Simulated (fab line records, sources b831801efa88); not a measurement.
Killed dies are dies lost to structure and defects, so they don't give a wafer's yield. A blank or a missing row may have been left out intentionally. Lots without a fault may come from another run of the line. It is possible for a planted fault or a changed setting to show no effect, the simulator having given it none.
Struck lot and sound lot, side by side + flow sfq line + 21 out of 325 route steps
Sound: wafers L200.1, L200.2, L200.6. Struck: wafer L218.6 (left out: L218.1, L218.4 of the same lot, which were not struck); the cause appears at the end.
At each step with rows: each side's tool, then ch and its chambers, then its first start. Under that, the readings that differ: sound wafers + struck wafers + difference of the means + sigmas: that difference in standard deviations of wafers without a fault.
alike: readings whose means differ by less than 2 such deviations, and words and numbers that are the same on both sides. not compared: withheld readings, readings that some wafer has no value for, bounds like >300 that may hide the same value, and numbers for which the record gives no deviation and whose values overlap.
A row with sigmas, a row that says differs or no value, or rows on one side alone: a step with any of these is where the two part. Numbers that have no deviation but don't overlap get no sigmas and don't part them. A reading missing from all wafers of one side parts the sides only when that side holds two or more wafers.

first, 3 steps without rows for these wafers: SFQ_TRILAYER_M7_LITHO_EXPOSE_178 (exposes mask M7, target cd 500 nm); SFQ_TRILAYER_M7_LITHO_PEB_180 (peb time 60 s); SFQ_TRILAYER_M7_LITHO_DEVELOP_179 (time 60 s).
SFQ_M7_OVL_MEAS_945:
  sound on overlay-02, day 78 23:52; struck on overlay-02, day 87 12:46
  alike: M7_OVL
then, 1 step without rows for these wafers: SFQ_TRILAYER_M7_BARC_OPEN_METAL_ETCH_229 (etches BARC in O2, target depth 125 nm, time 41.7 s).
SFQ_TRILAYER_M7_ETCH_METAL_ETCH_180: etches Nb in Cl2/Ar, stops on SiO2, target depth 240 nm, time 120 s.
  sound on rie metal-02 ch 0,1, day 78 23:58; struck on rie metal-03 ch 0, day 87 12:52
  alike: drypump motor current A, oes product au
  not compared: rf hours counter h
SFQ_TRILAYER_M7_STRIP_STRIP_181: strips in O2.
  sound on rie metal-02 ch 0,1, day 79 00:05; struck on rie metal-03 ch 0, day 87 12:59
  alike: drypump motor current A, oes product au
  not compared: rf hours counter h
then, 1 step without rows for these wafers: SFQ_TRILAYER_M7_STRIP_SOLV_CLEAN_182 (cleans in NMP, time 600 s).
SFQ_TRILAYER_I7_DEP_PECVD_183: deposits SiO2 from SiH4/N2O, time 111.11 s, target thk 500 nm.
  sound on pecvd-02 ch 0,1,2, day 79 01:02; struck on pecvd-03 ch 0, day 87 13:47
  alike: heater power w, throttle valve pct
SFQ_TRILAYER_I7_CMP_CMP_184: polishes SiO2.
  sound on cmp-02 ch 0,1,3, day 79 07:44; struck on cmp-01 ch 2, day 87 16:39
  alike: motor current A, time to endpoint s
SFQ_I7_BOW_MEAS_946:
  sound on film metro-01, day 79 09:44; struck on film metro-04, day 87 17:39
  alike: I7_BOW
SFQ_TRILAYER_I7_METRO_MEASURE_185:
  sound on film metro-01, day 79 09:52; struck on film metro-04, day 87 17:46
  alike: thk nm
SFQ_TRILAYER_I7_VIA_LITHO_COAT_192: resist thk 62 nm.
  sound on litho track-04 ch 0, day 79 11:04; struck on litho track-01 ch 0, day 87 18:58
| reading                                                  | sound                | struck | difference | sigmas |
|----------------------------------------------------------|----------------------|--------|------------|--------|
| spin speed rpm (rpm)                                     | 2999.0 2998.8 3001.2 | 2994.5 | -5.2       | -2     |
| model.BARC_of_TRILAYER_I7_VIA_LITHO_COAT_192.thk nm (nm) | 62.22 62.21 62.16    | 60.02  | -2.18      |        |
then, 5 steps without rows for these wafers: SFQ_TRILAYER_I7_VIA_LITHO_COAT_187 (resist thk 650 nm); SFQ_TRILAYER_I7_VIA_LITHO_SOFTBAKE_191; SFQ_TRILAYER_I7_VIA_LITHO_EXPOSE_188 (exposes mask I7, target cd 1000 nm); SFQ_TRILAYER_I7_VIA_LITHO_PEB_190 (peb time 60 s); SFQ_TRILAYER_I7_VIA_LITHO_DEVELOP_189 (time 60 s).
-- the record jumps here: 3 days lie between the struck wafers' starts before and after --
SFQ_I7_OVL_MEAS_947:
  sound on overlay-01, day 79 23:25; struck on overlay-01, day 91 00:54
  alike: I7_OVL
SFQ_TRILAYER_I7_VIA_BARC_OPEN_VIA_ETCH_260: etches BARC in O2, target depth 125 nm, time 41.7 s.
  sound on rie diel-03 ch 0,2, day 79 23:27; struck on rie diel-02 ch 1, day 91 00:56
| reading                  | sound             | struck | difference | sigmas |
|--------------------------|-------------------|--------|------------|--------|
| oes product au (a.u.)    | 0.681 0.686 0.686 | 0.668  | -0.016     | -3     |
| model.etch.depth nm (nm) | 62.22 62.21 62.16 | 60.02  | -2.18      |        |
  alike: drypump motor current A
  not compared: rf hours counter h
then, 1 step without rows for these wafers: SFQ_TRILAYER_I7_VIA_ETCH_VIA_ETCH_190 (etches SiO2 in CHF3, stops on Nb, target depth 260 nm).

## WHERE THEY PART
At SFQ_TRILAYER_I7_VIA_LITHO_COAT_192 first; at SFQ_TRILAYER_I7_VIA_BARC_OPEN_VIA_ETCH_260 last (within this record only).

WHY: the cause the simulator had injected
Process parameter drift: litho track-01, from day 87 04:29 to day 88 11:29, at SFQ_TRILAYER_I7_VIA_LITHO_COAT_192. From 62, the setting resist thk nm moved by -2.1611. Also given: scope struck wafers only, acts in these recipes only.
